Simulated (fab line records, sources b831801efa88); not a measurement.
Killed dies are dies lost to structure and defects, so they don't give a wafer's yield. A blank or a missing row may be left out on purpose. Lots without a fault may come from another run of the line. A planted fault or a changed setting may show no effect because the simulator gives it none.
A struck lot beside a sound one | flow sky130 | 16 steps out of a route of 708
Sound: wafers L411.3, L411.5, L411.6. Struck: wafers L421.1, L421.5. (L421.3 of the same lot was not struck and is left out.) The cause comes at the end.
At each step with rows: each side's tool, then ch and its chambers, then its first start. Under that, the readings that differ: sound wafers | struck wafers | difference of the means | sigmas: that difference in standard deviations of wafers without a fault.
alike: readings whose means differ by less than 2 such deviations, and words and numbers that are the same on both sides. not compared: withheld readings, readings that some wafer has no value for, bounds like >300 that may hide the same value, and numbers for which the record gives no deviation and whose values overlap.
The two part at a step that has a row with sigmas, a row that says differs or no value, or rows on one side only. Numbers that don't overlap but have no deviation are shown without sigmas and don't part them. A reading that every wafer of one side lacks parts them only if that side has two wafers or more.

first, 3 steps without rows for these wafers: SKY_METAL1_EXPOSE_12 (exposes mask MM1, target cd 140 nm); SKY_METAL1_PEB_13; SKY_METAL1_DEVELOP_14 (develop time 60 s).
SKY_METAL1_CD_MEAS_15: target cd 140 nm.
  sound on cd_sem-02, day 35 00:04; struck on cd_sem-02, day 38 02:43
  alike: cd_nm
SKY_METAL1_OVL_MEAS_16:
  sound on overlay-01, day 35 00:09; struck on overlay-01, day 38 02:50
  alike: METAL1_OVL
SKY_METAL1_DESCUM_17: chemistry O2, time 8 s.
  sound on rie_metal-02 ch 0,1, day 35 00:11; struck on rie_metal-04 ch 0, day 38 02:53
  alike: chamber_pressure_mTorr, drypump_motor_current_A, oes_product_au
  not compared: rf_hours_counter_h
SKY_METAL1_ETCH_18: etches BARC in N2/H2, stops on SiO2, time 45.9 s, target depth 60 nm.
  sound on rie_metal-02 ch 0,1, day 35 00:14; struck on rie_metal-04 ch 0, day 38 02:55
  alike: chamber_pressure_mTorr, drypump_motor_current_A, n2_flow_sccm, oes_product_au, throttle_valve_pct
  not compared: rf_hours_counter_h
SKY_METAL1_METAL_ETCH_19: etches the open film in Cl2/BCl3, stops on SiO2, target depth 360 nm, time 78 s.
  sound on rie_metal-02 ch 0,1, day 35 00:18; struck on rie_metal-04 ch 0, day 38 02:58
  alike: chamber_pressure_mTorr, drypump_motor_current_A, oes_product_au, throttle_valve_pct
  not compared: rf_hours_counter_h
SKY_METAL1_STRIP_20: strips in O2/N2.
  sound on plasma_asher-02 ch 0,1, day 35 00:24; struck on plasma_asher-01 ch 0, day 38 03:04
  reading                      | sound             | struck      | difference | sigmas
  n2_flow_sccm (sccm)          | 302.4 302.1 299.8 | 298.7 300.0 | -2.1       | -2
  strip_time_to_endpoint_s (s) | 2.69 2.72 2.71    | 2.60 2.59   | -0.11      | -3
  alike: chamber_pressure_mTorr, drypump_motor_current_A, oes_product_au
  not compared: rf_hours_counter_h
then, 3 steps without rows for these wafers: SKY_METAL1_STRIP_21 (strips in post etch residue remover, time 1200 s); SKY_METAL1_CLEAN_22 (cleans in IPA, time 180 s); SKY_METAL1_CLEAN_23 (cleans in O3/DIW).
SKY_VIA1_HDPCVD_00: deposits SiO2, target thk 1030 nm, time 171.7 s.
  sound on hdpcvd-01 ch 1,2, day 35 00:58; struck on hdpcvd-02 ch 0,1, day 38 03:42
  reading                                  | sound             | struck      | difference | sigmas
  run_length_s (s)                         | 199.1 200.0 198.5 | 246.4 245.7 | +46.9      | +99 or more
  model.SiO2_of_VIA1_HDPCVD_00.thk_nm (nm) | 1022 1040 1016    | 1333 1306   | +294       |
  alike: susceptor_temp_C
SKY_VIA1_THK_MEAS_01:
  sound on film_metro-01, day 35 01:05; struck on film_metro-02, day 38 03:49
  reading              | sound          | struck    | difference | sigmas
  VIA1_HDPCVD_THK (nm) | 1023 1041 1016 | 1331 1305 | +291       | +24
SKY_VIA1_CMP_02: polishes SiO2.
  sound on cmp-01 ch 1,2,3, day 35 01:14; struck on cmp-02 ch 0,2, day 38 03:55
  reading            | sound             | struck      | difference | sigmas
  slurry_flow_ml_min | 149.7 149.9 148.5 | 150.3 150.9 | +1.2       | +3
  alike: motor_current_A
-- the record jumps here: 12 days lie between the struck wafers' starts before and after (it left off in module VIA1 and takes up again in module PAD_OPEN, whose first step shown is number 708 of the route) --
SKY_PAD_OPEN_PROBE_99:
  sound on prober-01, day 47 14:15; struck on prober-01, day 49 17:19
  alike: defect_limited_yield, killed_at_M0_to_M3, killed_at_M4_up, killed_at_contacts, killed_at_front_end, killed_at_other, killed_dies, killed_open, killed_short, sort_bin_3_pad_short, sort_bin_5_function, sort_bin_6_memory, sort_n_pass, sort_yield_pct

WHERE THEY PART
First at SKY_METAL1_STRIP_20; last, within this record, at SKY_VIA1_CMP_02. Later steps at which nothing parts them and some readings are alike: SKY_PAD_OPEN_PROBE_99.

WHY: what the simulator had put in
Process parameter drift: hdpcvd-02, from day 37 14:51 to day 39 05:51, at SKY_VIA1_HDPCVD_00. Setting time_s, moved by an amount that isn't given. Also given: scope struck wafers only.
